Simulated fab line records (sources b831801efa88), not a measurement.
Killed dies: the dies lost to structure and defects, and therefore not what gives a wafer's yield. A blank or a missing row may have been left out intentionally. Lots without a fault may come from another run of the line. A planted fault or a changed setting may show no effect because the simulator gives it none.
fab line records	flow gf180mcu
[record] lots = 24	wafers = 72	last_day = 34
route steps=602 shown MVSD@73 M1@317 V1@351 M2@377 M4@470
lots that met no fault: from a run of the same line without faults
start_h: hours from the record's first day to the start of the lot's first wafer shown	wait_h: time in hours since the lot's previous step	" identical to the entry in the row above	L1.1+2: several wafers, shown together as one row	- value missing, or start not given	* or withheld: withheld	< > ~ a bound
route shown NAME@n: NAME is a module with steps in the file, n the number in the route of the first one	usual: average and standard deviation across the fault-free wafers	same: alike in all rows	chamber/n: place in a boat	sites: readings site by site	_std_site: standard deviation across them	_edge_site: inner sites' mean taken away from outer sites' mean	radius_mm: how far each site lies from the wafer's centre	mask NAME#n: copy n	behind: tool/chamber where the wafer was last shaped	hold: what put the lot on hold/how long, in hours/how the hold closed	device: the n, p or np transistor that did not switch	end of line: the route-end tests of the same wafers	where a step has no rows: the recipe by itself	killed: dies lost to structure and defects at the first sort, not the wafer's yield	map: dies across one wafer; x = killed, . = not, _ = none there
set.NAME: the setting that was run; set.NAME@STEP: the one run at that earlier step	model.NAME: the simulator's own value behind a step, which no gauge read
the route's steps for a sample of lots (tables are steps, rows are wafers)
services: when a tool's chamber went out of use (start_h, in hours from the record's first day, below 0 if earlier), for how many hours, and the reason
[[steps]]
[step GF_MVSD_OVL_MEAS_07]
[usual] MVSD_OVL = 1.6/1.4
lot.wafer	tool	chamber	start_h	wait_h	MVSD_OVL[nm]
L074.1	overlay-01	-	83.79	-	0.9
L074.2	"	-	"	"	0.5
L074.4	"	-	"	"	1.5
L075.2	overlay-01	-	90.84	-	0.6
L075.4	"	-	"	"	0.7
L075.6	"	-	"	"	-1.1
L076.3	overlay-01	-	93.71	-	3.4
L076.5	"	-	"	"	3.5
L076.6	"	-	"	"	2.2
L077.2	overlay-02	-	101.94	-	3.2
L077.3	"	-	"	"	0.4
L077.6	"	-	"	"	2.7
L078.1	overlay-02	-	104.92	-	3.5
L078.2	"	-	"	"	1.5
L078.5	"	-	"	"	0.7
L079.1	overlay-02	-	112.02	-	-0.9
L079.5	"	-	"	"	0.2
L079.6	"	-	"	"	-0.4
L080.1	overlay-02	-	125.19	-	2.1
L080.2	"	-	"	"	1.4
L080.3	"	-	"	"	2.7
L081.1	overlay-02	-	131.72	-	3.9
L081.4	"	-	"	"	2.7
L081.5	"	-	"	"	3.4
L082.4	overlay-01	-	133.41	-	4.1
L082.5	"	-	"	"	1.1
L082.6	"	-	"	"	2.3
L083.2	overlay-02	-	136.84	-	0.9
L083.3	"	-	"	"	2.2
L083.6	"	-	"	"	3.5
L084.2	overlay-02	-	145.04	-	1.4
L084.3	"	-	"	"	0.5
L084.6	"	-	"	"	2.7
L085.3	overlay-02	-	149.48	-	0.8
L085.5	"	-	"	"	1.4
L085.6	"	-	"	"	1.8
L086.2	overlay-02	-	154.89	-	2.6
L086.4	"	-	"	"	1.1
L086.6	"	-	"	"	2.2
L087.1	overlay-01	-	158.89	-	2.1
L087.3	"	-	"	"	0.6
L087.5	"	-	"	"	-0.6
L088.2	overlay-01	-	165.49	-	-0.9
L088.4	"	-	"	"	-1.1
L088.6	"	-	"	"	0.8
L089.1	overlay-01	-	168.67	-	0.5
L089.4	"	-	"	"	0.3
L089.5	"	-	"	"	2.1
L090.1	overlay-02	-	171.99	-	2.5
L090.2	"	-	"	"	1.3
L090.6	"	-	"	"	1.2
L091.4	overlay-01	-	179.45	-	0.4
L091.5	"	-	"	"	0.1
L091.6	"	-	"	"	2.2
L092.1	overlay-02	-	186.67	-	1.6
L092.3	"	-	"	"	2.2
L092.6	"	-	"	"	3.3
L093.3	overlay-02	-	190.90	-	1.8
L093.4	"	-	"	"	3.2
L093.5	"	-	"	"	3.4
L094.2	overlay-02	-	196.54	-	0.9
L094.4	"	-	"	"	1.1
L094.5	"	-	"	"	2.3
L095.2	overlay-01	-	203.48	-	1.4
L095.5	"	-	"	"	3.9
L095.6	"	-	"	"	3.3
L096.1	overlay-01	-	206.57	-	0.5
L096.3	"	-	"	"	0.3
L096.4	"	-	"	"	3.2
L097.4	overlay-01	-	214.15	-	2.9
L097.5	"	-	"	"	5.0
L097.6	"	-	"	"	1.8
[step GF_M1_SPUTTER_02]
[recipe] material = AlCu	target_thk_nm = 450	power_w = 10600	time_s = 23.9	chamber_pressure_pa = 0.4
[usual] throttle_valve_pct = 30.0/0.98
lot.wafer	tool	chamber	start_h	wait_h	throttle_valve_pct
L074.1	pvd_sputter-02	-	362.16	0.0	28.7
L074.2	"	-	"	"	28.9
L074.4	"	-	"	"	30.8
L075.2	pvd_sputter-04	-	371.30	0.0	29.1
L075.4	"	-	"	"	31.3
L075.6	"	-	"	"	29.7
L076.3	pvd_sputter-02	-	373.31	0.0	30.7
L076.5	"	-	"	"	31.5
L076.6	"	-	"	"	29.1
L077.2	pvd_sputter-02	-	386.43	0.0	30.9
L077.3	"	-	"	"	28.9
L077.6	"	-	"	"	29.3
L078.1	pvd_sputter-03	-	395.27	0.0	29.6
L078.2	"	-	"	"	30.2
L078.5	"	-	"	"	30.2
L079.1	pvd_sputter-02	-	404.81	0.0	28.9
L079.5	"	-	"	"	29.0
L079.6	"	-	"	"	30.6
L080.1	pvd_sputter-04	-	419.82	0.0	29.6
L080.2	"	-	"	"	29.7
L080.3	"	-	"	"	29.0
L081.1	pvd_sputter-04	-	427.43	0.0	29.7
L081.4	"	-	"	"	29.7
L081.5	"	-	"	"	31.4
L082.4	pvd_sputter-02	-	432.58	0.0	29.1
L082.5	"	-	"	"	31.3
L082.6	"	-	"	"	31.5
L083.2	pvd_sputter-04	-	446.81	0.0	29.8
L083.3	"	-	"	"	29.0
L083.6	"	-	"	"	31.6
L084.2	pvd_sputter-02	-	452.76	0.0	28.9
L084.3	"	-	"	"	29.2
L084.6	"	-	"	"	29.1
L085.3	pvd_sputter-02	-	462.36	0.0	30.9
L085.5	"	-	"	"	30.7
L085.6	"	-	"	"	28.8
L086.2	pvd_sputter-03	-	473.55	0.0	30.5
L086.4	"	-	"	"	29.9
L086.6	"	-	"	"	29.6
L087.1	pvd_sputter-04	-	477.28	0.0	28.8
L087.3	"	-	"	"	31.7
L087.5	"	-	"	"	31.6
L088.2	pvd_sputter-03	-	489.87	0.0	30.3
L088.4	"	-	"	"	30.8
L088.6	"	-	"	"	30.2
L089.1	pvd_sputter-03	-	493.46	0.0	30.0
L089.4	"	-	"	"	29.6
L089.5	"	-	"	"	28.8
L090.1	pvd_sputter-04	-	499.41	0.0	29.7
L090.2	"	-	"	"	31.4
L090.6	"	-	"	"	29.3
L091.4	pvd_sputter-03	-	509.17	0.0	28.8
L091.5	"	-	"	"	30.2
L091.6	"	-	"	"	30.7
L092.1	pvd_sputter-03	-	516.04	0.0	30.1
L092.3	"	-	"	"	29.4
L092.6	"	-	"	"	28.8
L093.3	pvd_sputter-03	-	522.53	0.0	30.6
L093.4	"	-	"	"	28.6
L093.5	"	-	"	"	28.5
L094.2	pvd_sputter-03	-	527.16	0.0	29.9
L094.4	"	-	"	"	28.6
L094.5	"	-	"	"	29.5
L095.2	pvd_sputter-04	-	536.20	0.0	30.1
L095.5	"	-	"	"	30.0
L095.6	"	-	"	"	29.2
L096.1	pvd_sputter-02	-	545.39	0.0	29.0
L096.3	"	-	"	"	29.1
L096.4	"	-	"	"	31.6
L097.4	pvd_sputter-04	-	549.60	0.0	28.8
L097.5	"	-	"	"	28.9
L097.6	"	-	"	"	31.6
[step GF_V1_ETCH_16]
[recipe] chemistry = N2/H2	target_depth_a = withheld	overetch_a = withheld	time_s = withheld	target = BARC	ion_energy_ev = 200	source_w = 500	bias_w = 100	pressure_mtorr = 30	n2_flow_sccm = 100	h2_flow_sccm = 200
[usual] drypump_motor_current_A = 5.6/0.48	oes_product_au = 0.856/0.0045	rf_fwd_power_W = 494.4/2.2	throttle_valve_pct = 13.224/0.0091
lot.wafer	tool	chamber	start_h	wait_h	drypump_motor_current_A	oes_product_au	rf_fwd_power_W	throttle_valve_pct
L074.1	rie_diel-04	2	407.68	0.0	5.7	0.854	490.7	13.223
L074.2	"	3	"	"	5.2	0.863	492.9	13.227
L074.4	"	1	"	"	6.4	0.853	491.9	13.223
L075.2	rie_diel-01	3	417.79	0.0	6.2	0.863	497.2	13.204
L075.4	"	2	"	"	6.1	0.854	500.4	13.234
L075.6	"	1	"	"	4.7	0.857	495.3	13.210
L076.3	rie_diel-02	2	420.17	0.0	5.8	0.859	490.3	13.241
L076.5	"	2	"	"	5.7	0.861	491.2	13.242
L076.6	"	3	"	"	5.5	0.851	493.1	13.226
L077.2	rie_diel-02	3	435.42	0.0	5.5	0.857	491.9	13.235
L077.3	"	0	"	"	5.6	0.854	495.6	13.223
L077.6	"	1	"	"	5.0	0.854	494.6	13.220
L078.1	rie_diel-02	0	444.54	0.0	5.6	0.860	495.8	13.223
L078.2	"	3	"	"	5.5	0.857	494.0	13.235
L078.5	"	2	"	"	5.8	0.858	494.2	13.224
L079.1	rie_diel-04	1	456.04	0.0	6.4	0.855	493.5	13.231
L079.5	"	1	"	"	6.4	0.853	493.0	13.221
L079.6	"	2	"	"	5.7	0.848	493.5	13.215
L080.1	rie_diel-02	0	470.99	0.0	5.6	0.850	496.4	13.214
L080.2	"	1	"	"	5.0	0.853	494.6	13.221
L080.3	"	2	"	"	5.8	0.849	490.7	13.243
L081.1	rie_diel-04	1	478.87	0.0	6.4	0.863	496.5	13.220
L081.4	"	2	"	"	5.7	0.851	493.7	13.219
L081.5	"	1	"	"	6.4	0.859	496.1	13.236
L082.4	rie_diel-02	1	483.77	0.0	5.0	0.849	495.3	13.231
L082.5	"	2	"	"	5.8	0.845	491.8	13.235
L082.6	"	3	"	"	5.5	0.853	492.1	13.222
L083.2	rie_diel-01	0	499.43	0.0	5.2	0.863	498.4	13.231
L083.3	"	1	"	"	4.7	0.864	494.3	13.216
L083.6	"	3	"	"	6.2	0.859	495.6	13.224
L084.2	rie_diel-02	0	502.82	0.0	5.6	0.857	498.6	13.216
L084.3	"	2	"	"	5.8	0.859	495.3	13.218
L084.6	"	2	"	"	5.7	0.856	492.3	13.228
L085.3	rie_diel-01	0	513.18	0.0	5.2	0.853	495.7	13.238
L085.5	"	3	"	"	6.2	0.855	494.4	13.222
L085.6	"	2	"	"	6.1	0.859	497.5	13.211
L086.2	rie_diel-02	1	523.72	0.0	5.0	0.853	493.0	13.233
L086.4	"	2	"	"	5.8	0.855	491.9	13.218
L086.6	"	2	"	"	5.7	0.850	492.1	13.232
L087.1	rie_diel-04	0	526.57	0.0	6.3	0.860	494.5	13.205
L087.3	"	1	"	"	6.4	0.855	493.5	13.228
L087.5	"	0	"	"	6.3	0.854	493.3	13.221
L088.2	rie_diel-04	0	538.07	0.0	6.3	0.859	493.2	13.217
L088.4	"	3	"	"	5.2	0.857	493.6	13.226
L088.6	"	0	"	"	6.3	0.850	493.3	13.232
L089.1	rie_diel-02	1	542.62	0.0	5.0	0.856	492.3	13.225
L089.4	"	0	"	"	5.6	0.857	495.6	13.227
L089.5	"	3	"	"	5.5	0.857	495.2	13.228
L090.1	rie_diel-02	2	548.22	0.0	5.8	0.856	491.8	13.215
L090.2	"	0	"	"	5.6	0.863	495.9	13.222
L090.6	"	2	"	"	5.8	0.858	492.0	13.220
L091.4	rie_diel-02	2	555.97	0.0	5.8	0.860	492.7	13.222
L091.5	"	2	"	"	5.8	0.849	490.4	13.217
L091.6	"	3	"	"	5.5	0.857	494.2	13.227
L092.1	rie_diel-04	3	562.49	0.0	5.1	0.849	494.3	13.215
L092.3	"	2	"	"	5.7	0.852	492.3	13.230
L092.6	"	0	"	"	6.3	0.849	493.6	13.228
L093.3	rie_diel-02	3	569.43	0.0	5.5	0.862	495.5	13.231
L093.4	"	2	"	"	5.8	0.854	493.1	13.214
L093.5	"	1	"	"	5.0	0.860	489.7	13.219
L094.2	rie_diel-01	0	573.78	0.0	5.2	0.855	495.3	13.210
L094.4	"	1	"	"	4.7	0.851	496.8	13.235
L094.5	"	1	"	"	4.7	0.860	496.8	13.224
L095.2	rie_diel-02	3	583.12	0.0	5.5	0.860	492.8	13.231
L095.5	"	1	"	"	5.0	0.857	496.3	13.234
L095.6	"	0	"	"	5.6	0.851	497.2	13.221
L096.1	rie_diel-04	3	591.43	0.0	5.2	0.861	493.5	13.229
L096.3	"	0	"	"	6.3	0.852	494.9	13.211
L096.4	"	2	"	"	5.7	0.854	496.7	13.222
L097.4	rie_diel-02	3	594.49	0.0	5.5	0.844	493.1	13.203
L097.5	"	1	"	"	5.0	0.852	497.3	13.228
L097.6	"	2	"	"	5.8	0.854	492.5	13.209
[step GF_M2_OVL_MEAS_15]
[usual] M2_OVL = -2/6.3
lot.wafer	tool	chamber	start_h	wait_h	M2_OVL[nm]
L074.1	overlay-01	-	433.44	0.1	1
L074.2	"	-	"	"	-6
L074.4	"	-	"	"	-2
L075.2	overlay-01	-	444.26	0.1	3
L075.4	"	-	"	"	7
L075.6	"	-	"	"	10
L076.3	overlay-02	-	446.95	0.1	11
L076.5	"	-	"	"	6
L076.6	"	-	"	"	-1
L077.2	overlay-02	-	462.66	0.1	-1
L077.3	"	-	"	"	-9
L077.6	"	-	"	"	-2
L078.1	overlay-02	-	471.40	0.1	-1
L078.2	"	-	"	"	0
L078.5	"	-	"	"	-2
L079.1	overlay-02	-	482.90	0.1	4
L079.5	"	-	"	"	0
L079.6	"	-	"	"	-5
L080.1	overlay-01	-	496.91	0.1	-8
L080.2	"	-	"	"	-3
L080.3	"	-	"	"	-7
L081.1	overlay-02	-	506.01	0.1	-10
L081.4	"	-	"	"	-9
L081.5	"	-	"	"	-3
L082.4	overlay-01	-	509.52	0.1	-1
L082.5	"	-	"	"	3
L082.6	"	-	"	"	-13
L083.2	overlay-02	-	524.71	0.1	-10
L083.3	"	-	"	"	-12
L083.6	"	-	"	"	-2
L084.2	overlay-02	-	527.76	0.1	-5
L084.3	"	-	"	"	-13
L084.6	"	-	"	"	-7
L085.3	overlay-01	-	537.32	0.1	-15
L085.5	"	-	"	"	-9
L085.6	"	-	"	"	-7
L086.2	overlay-01	-	548.16	0.1	-7
L086.4	"	-	"	"	1
L086.6	"	-	"	"	-9
L087.1	overlay-02	-	550.73	0.1	-7
L087.3	"	-	"	"	-1
L087.5	"	-	"	"	-4
L088.2	overlay-02	-	561.86	0.1	-6
L088.4	"	-	"	"	-2
L088.6	"	-	"	"	-2
L089.1	overlay-01	-	566.63	0.1	-6
L089.4	"	-	"	"	-12
L089.5	"	-	"	"	-11
L090.1	overlay-01	-	572.33	0.1	5
L090.2	"	-	"	"	-3
L090.6	"	-	"	"	-3
L091.4	overlay-02	-	579.15	0.1	5
L091.5	"	-	"	"	5
L091.6	"	-	"	"	-4
L092.1	overlay-02	-	585.20	0.1	-13
L092.3	"	-	"	"	-7
L092.6	"	-	"	"	-2
L093.3	overlay-01	-	592.66	0.1	0
L093.4	"	-	"	"	-3
L093.5	"	-	"	"	5
L094.2	overlay-01	-	596.61	0.1	-10
L094.4	"	-	"	"	-2
L094.5	"	-	"	"	4
L095.2	overlay-01	-	605.51	0.1	4
L095.5	"	-	"	"	-2
L095.6	"	-	"	"	2
L096.1	overlay-02	-	614.40	0.1	-2
L096.3	"	-	"	"	-1
L096.4	"	-	"	"	3
L097.4	overlay-02	-	616.80	0.1	-1
L097.5	"	-	"	"	-8
L097.6	"	-	"	"	0
[step GF_M2_METAL_ETCH_16]
[recipe] chemistry = Cl2/BCl3	mask_material = KrF	target_depth_nm = 627.5	stop_on = SiO2	pressure_mtorr = 8	icp_w = 800	bias_w = 140	Cl2_flow_sccm = 80	bcl3_flow_sccm = 40	time_s = 104.6
[usual] drypump_motor_current_A = 5.9/0.58	oes_product_au = 0.972/0.0064	rf_fwd_power_W = 796.0/2.4	throttle_valve_pct = 28.250/0.0099
lot.wafer	tool	chamber	start_h	wait_h	drypump_motor_current_A	oes_product_au	rf_fwd_power_W	rf_hours_counter_h	throttle_valve_pct
L074.1	rie_metal-01	1	433.47	0.0	6.3	0.976	797.4	5.4	28.251
L074.2	"	0	"	"	6.7	0.978	796.0	9.2	28.245
L074.4	"	1	"	"	6.3	0.977	790.5	-	28.255
L075.2	rie_metal-03	0	444.29	0.0	5.2	0.983	795.0	5.3	28.235
L075.4	"	1	"	"	6.2	0.975	794.8	-	28.243
L075.6	"	0	"	"	5.2	0.981	799.0	-	28.236
L076.3	rie_metal-01	1	447.01	0.1	6.3	0.959	797.0	-	28.264
L076.5	"	0	"	"	6.6	0.971	800.5	-	28.245
L076.6	"	1	"	"	6.3	0.972	799.6	-	28.246
L077.2	rie_metal-01	1	462.69	0.0	6.3	0.966	796.3	5.9	28.269
L077.3	"	1	"	"	6.3	0.974	798.1	-	28.246
L077.6	"	1	"	"	6.3	0.960	796.5	-	28.255
L078.1	rie_metal-03	1	471.44	0.0	6.2	0.968	794.8	2.8	28.274
L078.2	"	0	"	"	5.1	0.973	794.2	5.9	28.253
L078.5	"	1	"	"	6.2	0.974	795.2	-	28.242
L079.1	rie_metal-01	0	482.94	0.0	6.6	0.976	794.6	10.4	28.263
L079.5	"	0	"	"	6.6	0.973	795.6	-	28.242
L079.6	"	1	"	"	6.3	0.969	797.4	-	28.245
L080.1	rie_metal-02	0	496.94	0.0	5.2	0.975	792.0	7.1	28.267
L080.2	"	1	"	"	6.1	0.967	794.1	9.5	28.253
L080.3	"	0	"	"	5.2	0.968	794.3	-	28.260
L081.1	rie_metal-03	1	506.04	0.0	6.2	0.960	796.2	3.7	28.258
L081.4	"	0	"	"	5.2	0.971	790.7	-	28.255
L081.5	"	1	"	"	6.2	0.963	796.1	-	28.271
L082.4	rie_metal-01	1	509.58	0.0	6.3	0.975	792.0	-	28.250
L082.5	"	0	"	"	6.7	0.970	794.5	-	28.233
L082.6	"	1	"	"	6.3	0.981	794.1	-	28.233
L083.2	rie_metal-02	1	524.74	0.0	6.1	0.968	795.5	10.1	28.252
L083.3	"	1	"	"	6.0	0.976	794.7	-	28.243
L083.6	"	0	"	"	5.2	0.973	796.6	-	28.246
L084.2	rie_metal-01	0	527.82	0.1	6.7	0.971	797.6	-	28.246
L084.3	"	0	"	"	6.7	0.968	799.4	-	28.258
L084.6	"	0	"	"	6.6	0.974	800.1	-	28.259
L085.3	rie_metal-02	1	537.38	0.1	6.1	0.980	796.3	-	28.246
L085.5	"	0	"	"	5.2	0.976	796.6	-	28.238
L085.6	"	1	"	"	6.0	0.959	796.2	-	28.242
L086.2	rie_metal-03	1	548.22	0.1	6.2	0.976	795.7	-	28.253
L086.4	"	1	"	"	6.2	0.972	794.3	-	28.234
L086.6	"	1	"	"	6.2	0.976	798.3	-	28.245
L087.1	rie_metal-03	1	550.77	0.0	6.2	0.974	799.2	5.1	28.252
L087.3	"	1	"	"	6.2	0.975	794.6	-	28.263
L087.5	"	1	"	"	6.2	0.978	798.4	-	28.245
L088.2	rie_metal-02	1	561.89	0.0	6.1	0.972	793.8	10.8	28.252
L088.4	"	1	"	"	6.0	0.971	793.2	-	28.239
L088.6	"	1	"	"	6.0	0.968	795.5	-	28.246
L089.1	rie_metal-01	0	566.67	0.0	6.6	0.982	795.0	14.2	28.242
L089.4	"	0	"	"	6.6	0.981	797.4	-	28.232
L089.5	"	0	"	"	6.7	0.977	796.7	-	28.264
L090.1	rie_metal-02	0	572.37	0.0	5.2	0.965	794.7	9.0	28.260
L090.2	"	0	"	"	5.2	0.975	796.2	-	28.254
L090.6	"	0	"	"	5.2	0.968	795.2	-	28.240
L091.4	rie_metal-02	0	579.28	0.1	5.1	0.975	793.5	-	28.244
L091.5	"	0	"	"	5.2	0.971	793.7	-	28.259
L091.6	"	0	"	"	5.2	0.978	794.1	-	28.251
L092.1	rie_metal-02	1	585.24	0.0	6.0	0.979	800.0	0.0	28.246
L092.3	"	1	"	"	6.0	0.981	798.6	-	28.247
L092.6	"	1	"	"	6.1	0.969	796.8	-	28.244
L093.3	rie_metal-03	1	592.72	0.1	6.2	0.969	796.1	-	28.240
L093.4	"	0	"	"	5.2	0.969	797.6	-	28.263
L093.5	"	0	"	"	5.2	0.978	793.1	-	28.248
L094.2	rie_metal-03	0	596.64	0.0	5.2	0.968	794.1	8.6	28.275
L094.4	"	1	"	"	6.2	0.965	798.0	-	28.279
L094.5	"	1	"	"	6.2	0.960	798.7	-	28.258
L095.2	rie_metal-03	0	605.54	0.0	5.1	0.954	792.6	9.0	28.251
L095.5	"	0	"	"	5.2	0.975	794.6	-	28.253
L095.6	"	1	"	"	6.2	0.972	795.6	-	28.244
L096.1	rie_metal-03	1	614.44	0.0	6.2	0.973	793.7	7.1	28.256
L096.3	"	0	"	"	5.2	0.960	795.1	-	28.252
L096.4	"	1	"	"	6.2	0.974	793.8	-	28.255
L097.4	rie_metal-02	0	616.86	0.0	5.1	0.979	794.6	-	28.237
L097.5	"	0	"	"	5.2	0.965	795.3	-	28.264
L097.6	"	1	"	"	6.0	0.976	794.7	-	28.248
[step GF_M4_CD_MEAS_14]
[recipe] target_cd_nm = 280
[usual] cd_nm = 280.3/1.1
lot.wafer	tool	chamber	start_h	wait_h	cd_nm
L074.1	cd_sem-01	-	536.68	0.1	278.9
L074.2	"	-	"	"	279.5
L074.4	"	-	"	"	279.0
L075.2	cd_sem-01	-	545.30	0.1	280.5
L075.4	"	-	"	"	280.2
L075.6	"	-	"	"	279.0
L076.3	cd_sem-01	-	549.65	0.1	281.7
L076.5	"	-	"	"	280.8
L076.6	"	-	"	"	282.2
L077.2	cd_sem-02	-	562.85	0.1	279.9
L077.3	"	-	"	"	280.1
L077.6	"	-	"	"	279.7
L078.1	cd_sem-01	-	570.96	0.1	281.2
L078.2	"	-	"	"	280.8
L078.5	"	-	"	"	280.5
L079.1	cd_sem-01	-	581.06	0.1	281.5
L079.5	"	-	"	"	281.0
L079.6	"	-	"	"	281.6
L080.1	cd_sem-01	-	592.88	0.1	280.4
L080.2	"	-	"	"	280.0
L080.3	"	-	"	"	280.0
L081.1	cd_sem-01	-	601.33	0.1	278.9
L081.4	"	-	"	"	279.2
L081.5	"	-	"	"	280.1
L082.4	cd_sem-02	-	604.99	0.1	280.4
L082.5	"	-	"	"	279.9
L082.6	"	-	"	"	281.2
L083.2	cd_sem-02	-	618.50	0.1	282.7
L083.3	"	-	"	"	284.5
L083.6	"	-	"	"	282.0
L084.2	cd_sem-01	-	621.43	0.1	280.4
L084.3	"	-	"	"	279.5
L084.6	"	-	"	"	279.9
L085.3	cd_sem-01	-	628.50	0.1	279.2
L085.5	"	-	"	"	279.1
L085.6	"	-	"	"	278.7
L086.2	cd_sem-01	-	637.90	0.1	281.0
L086.4	"	-	"	"	279.9
L086.6	"	-	"	"	279.1
L087.1	cd_sem-01	-	641.50	0.2	279.5
L087.3	"	-	"	"	280.7
L087.5	"	-	"	"	280.6
L088.2	cd_sem-02	-	650.78	0.1	279.9
L088.4	"	-	"	"	280.5
L088.6	"	-	"	"	280.3
L089.1	cd_sem-02	-	656.13	0.1	281.1
L089.4	"	-	"	"	279.6
L089.5	"	-	"	"	280.1
L090.1	cd_sem-02	-	660.23	0.1	281.8
L090.2	"	-	"	"	281.1
L090.6	"	-	"	"	279.6
L091.4	cd_sem-01	-	666.92	0.1	281.3
L091.5	"	-	"	"	281.2
L091.6	"	-	"	"	281.0
L092.1	cd_sem-02	-	672.43	0.1	279.7
L092.3	"	-	"	"	280.9
L092.6	"	-	"	"	280.0
L093.3	cd_sem-01	-	679.27	0.1	278.7
L093.4	"	-	"	"	278.6
L093.5	"	-	"	"	279.6
L094.2	cd_sem-01	-	683.55	0.2	281.5
L094.4	"	-	"	"	282.1
L094.5	"	-	"	"	281.9
L095.2	cd_sem-01	-	690.85	0.1	279.5
L095.5	"	-	"	"	280.1
L095.6	"	-	"	"	280.7
L096.1	cd_sem-02	-	699.31	0.1	281.0
L096.3	"	-	"	"	281.5
L096.4	"	-	"	"	283.0
L097.4	cd_sem-01	-	700.59	0.1	279.9
L097.5	"	-	"	"	279.9
L097.6	"	-	"	"	279.8
[[services]]
tool	chamber	start_h	hours	kind
rie_diel-02	3	342.44	13.1	repair
rie_metal-01	-	345.06	14.6	pm
rie_diel-01	2	345.39	5.8	repair
pvd_sputter-03	-	349.06	2.2	repair
rie_diel-01	2	352.69	4.8	repair
pvd_sputter-02	-	352.79	3.0	repair
rie_metal-01	0	369.49	20.9	repair
pvd_sputter-03	-	396.09	1.1	repair
rie_diel-02	0	403.94	27.0	repair
rie_diel-04	1	409.23	2.4	repair
rie_diel-04	-	449.63	2.8	pm
pvd_sputter-04	-	454.96	22.1	repair
rie_diel-04	-	460.20	0.9	repair
rie_diel-04	3	473.04	4.6	repair
pvd_sputter-04	-	479.88	1.1	repair
pvd_sputter-04	-	481.09	0.7	repair
rie_diel-02	1	505.82	12.8	repair
rie_metal-01	1	520.37	74.3	repair
pvd_sputter-04	-	520.94	4.1	repair
rie_metal-03	-	521.52	0.7	repair
rie_metal-03	0	542.57	11.3	repair
rie_diel-02	3	547.86	3.8	repair
pvd_sputter-02	-	582.03	9.0	repair
rie_diel-04	0	603.08	8.2	repair
[[key]]
fault none
